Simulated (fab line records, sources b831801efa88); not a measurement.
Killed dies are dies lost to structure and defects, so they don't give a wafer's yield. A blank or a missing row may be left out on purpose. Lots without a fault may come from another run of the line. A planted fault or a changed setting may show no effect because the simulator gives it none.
A struck lot beside a sound one | flow sky130 | 44 steps out of a route of 708
Sound: wafers L537.2, L537.4, L537.6. Struck: wafer L536.5. (L536.2, L536.4 of the same lot were not struck and are left out.) The cause comes at the end.
At each step with rows: each side's tool, then ch and its chambers, then its first start. Under that, the readings that differ: sound wafers | struck wafers | difference of the means | sigmas: that difference in standard deviations of wafers without a fault.
alike: readings whose means differ by less than 2 such deviations, and words and numbers that are the same on both sides. not compared: withheld readings, readings that some wafer has no value for, bounds like >300 that may hide the same value, and numbers for which the record gives no deviation and whose values overlap.
The two part at a step that has a row with sigmas, a row that says differs or no value, or rows on one side only. Numbers that don't overlap but have no deviation are shown without sigmas and don't part them. A reading that every wafer of one side lacks parts them only if that side has two wafers or more.

SKY_VIA2_CD_MEAS_12: target cd 200 nm.
  sound on cd_sem-01, day 37 18:03; struck on cd_sem-01, day 37 18:28
  alike: cd_nm
SKY_VIA2_OVL_MEAS_13:
  sound on overlay-01, day 37 18:09; struck on overlay-01, day 37 18:34
  alike: VIA2_OVL
then, 2 steps without rows for these wafers: SKY_VIA2_ETCH_14 (etches BARC in N2/H2, stops on SiO2, time 45.9 s, target depth 60 nm); SKY_VIA2_ETCH_15 (etches SiO2 in C4F8/O2/Ar, stops on TiN, target depth 546 nm, time 84 s).
SKY_VIA2_STRIP_16: strips in O2/N2.
  sound on plasma_asher-04 ch 0, day 37 18:17; struck on plasma_asher-02 ch 0, day 37 18:42
  alike: drypump_motor_current_A, oes_product_au, strip_time_to_endpoint_s
  not compared: rf_hours_counter_h
then, 4 steps without rows for these wafers: SKY_VIA2_STRIP_17 (strips in post etch residue remover, time 1200 s); SKY_VIA2_CLEAN_18 (cleans in IPA, time 180 s); SKY_VIA2_CLEAN_19 (cleans in O3/DIW); SKY_VIA2_SPUTTER_20 (material TiN, target thk 20 nm, time 80 s).
SKY_VIA2_CVD_21: deposits W, target thk 420 nm, time 126.4 s.
  sound on cvd_w-02 ch 0,1, day 37 18:56; struck on cvd_w-01 ch 1, day 37 19:22
  alike: heater_power_w
  not compared: since_wet_clean_h
SKY_VIA2_RS_MEAS_22: measures by four-point-probe.
  sound on film_metro-04, day 37 19:05; struck on film_metro-04, day 37 19:31
  alike: VIA2_W_RS
SKY_VIA2_THK_MEAS_23: measures by xrf.
  sound on film_metro-04, day 37 19:12; struck on film_metro-04, day 37 19:37
  alike: VIA2_W_THK
SKY_VIA2_CMP_24: polishes, stops on SiO2, t overpolish 20 s, target thk 0 nm.
  sound on cmp-01 ch 1,2,3, day 37 19:21; struck on cmp-01 ch 1, day 37 19:40
  reading                                  | sound             | struck | difference | sigmas
  time_to_endpoint_s (s)                   | 108 103 105       | 59     | -46        | -14
  model.SiO2_of_VIA2_HDPCVD_00.thk_nm (nm) | 490.2 489.9 490.3 | 487.1  | -3.0       |
  alike: motor_current_A, overpolish_run_s
then, 1 step without rows for these wafers: SKY_METAL3_SPUTTER_00 (material Ti, target thk 15 nm, time 10 s).
SKY_METAL3_SPUTTER_01: material TiN, target thk 20 nm, time 16.7 s.
  sound on pvd_sputter-03, day 37 19:34; struck on pvd_sputter-03, day 37 19:59
  alike: throttle_valve_pct
then, 1 step without rows for these wafers: SKY_METAL3_SPUTTER_02 (material AlCu, target thk 735 nm, time 39.1 s).
SKY_METAL3_SPUTTER_03: material Ti, target thk 5 nm, time 3.3 s.
  sound on pvd_sputter-03, day 37 19:38; struck on pvd_sputter-03, day 37 20:03
  alike: throttle_valve_pct
then, 2 steps without rows for these wafers: SKY_METAL3_SPUTTER_04 (material TiN, target thk 70 nm, time 58.3 s); SKY_CAPM_CVD_00 (deposits SiO2, target thk 15.5 nm).
SKY_CAPM_THK_MEAS_01:
  sound on film_metro-03, day 37 19:44; struck on film_metro-03, day 37 20:09
  alike: CAPM_CVD_00_THK
then, 1 step without rows for these wafers: SKY_CAPM_SPUTTER_02 (material TiN, target thk 200 nm, time 166.7 s).
SKY_CAPM_RS_MEAS_03: measures by four-point-probe.
  sound on film_metro-04, day 37 19:55; struck on film_metro-04, day 37 20:20
  alike: CAPM_TIN_RS
SKY_CAPM_THK_MEAS_04: measures by xrf.
  sound on film_metro-04, day 37 20:02; struck on film_metro-04, day 37 20:26
  alike: CAPM_TIN_THK
then, 7 steps without rows for these wafers: SKY_CAPM_DEHYDRATE_05 (time 60 s); SKY_CAPM_HMDS_06 (prime time 60 s); SKY_CAPM_COAT_07 (resist thk 1140 nm); SKY_CAPM_SOFTBAKE_08 (time 60 s); SKY_CAPM_EXPOSE_09 (exposes mask CAPM, target cd 1000 nm); SKY_CAPM_PEB_10; SKY_CAPM_DEVELOP_11 (develop time 60 s).
SKY_CAPM_OVL_MEAS_12:
  sound on overlay-01, day 38 20:53; struck on overlay-02, day 38 21:11
  alike: CAPM_OVL
SKY_CAPM_METAL_ETCH_13: etches TiN in Cl2/BCl3, stops on SiO2, target depth 220 nm, time 62.9 s.
  sound on rie_metal-02 ch 1, day 38 20:55; struck on rie_metal-01 ch 1, day 38 21:13
  alike: bias_w, drypump_motor_current_A, he_backside_leak_sccm, oes_product_au, throttle_valve_pct
  not compared: rf_hours_counter_h
then, 10 steps without rows for these wafers: SKY_CAPM_STRIP_14 (strips in O2/N2); SKY_CAPM_STRIP_15 (strips in post etch residue remover, time 1200 s); SKY_CAPM_CLEAN_16 (cleans in IPA, time 180 s); SKY_CAPM_CLEAN_17 (cleans in O3/DIW); SKY_METAL3_DEHYDRATE_05 (time 60 s); SKY_METAL3_HMDS_06 (prime time 60 s); SKY_METAL3_COAT_07 (resist thk 60 nm); SKY_METAL3_COAT_08 (resist thk 1140 nm); SKY_METAL3_SOFTBAKE_09 (time 90 s); SKY_METAL3_EXPOSE_10 (exposes mask MM3, target cd 300 nm).
SKY_METAL3_METAL_ETCH_18: etches the open film in Cl2/BCl3, stops on SiO2, target depth 845 nm, time 183.1 s.
  sound on rie_metal-03 ch 1, day 39 22:31; struck on rie_metal-01 ch 0, day 39 22:52
  reading                                  | sound                | struck | difference | sigmas
  bias_w (W)                               | 48.58 48.69 48.73    | 48.27  | -0.40      | -3
  drypump_motor_current_A (A)              | 6.2 6.2 6.2          | 4.9    | -1.3       | -2
  throttle_valve_pct (%)                   | 22.281 22.277 22.257 | 22.250 | -0.022     | -2
  model.SiO2_of_VIA2_HDPCVD_00.thk_nm (nm) | 465.1 465 465.4      | 462.3  | -2.9       |
  alike: he_backside_leak_sccm, oes_product_au
  not compared: rf_hours_counter_h
-- the record jumps here: 7 days lie between the struck wafers' starts before and after (it left off in module METAL3 and takes up again in module PAD_OPEN, whose first step shown is number 708 of the route) --
SKY_PAD_OPEN_PROBE_99:
  sound on prober-02, day 46 22:29; struck on prober-01, day 47 00:00
  alike: defect_limited_yield, killed_at_M0_to_M3, killed_at_M4_up, killed_at_contacts, killed_at_front_end, killed_at_other, killed_dies, killed_open, killed_short, sort_bin_3_pad_short, sort_bin_5_function, sort_bin_6_memory, sort_n_pass, sort_yield_pct

WHERE THEY PART
First at SKY_VIA2_CMP_24; last, within this record, at SKY_METAL3_METAL_ETCH_18. Later steps at which nothing parts them and some readings are alike: SKY_PAD_OPEN_PROBE_99.

WHY: what the simulator had put in
Process parameter drift: cmp-01, from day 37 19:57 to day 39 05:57, at SKY_VIA2_CMP_24. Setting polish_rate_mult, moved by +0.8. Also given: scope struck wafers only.
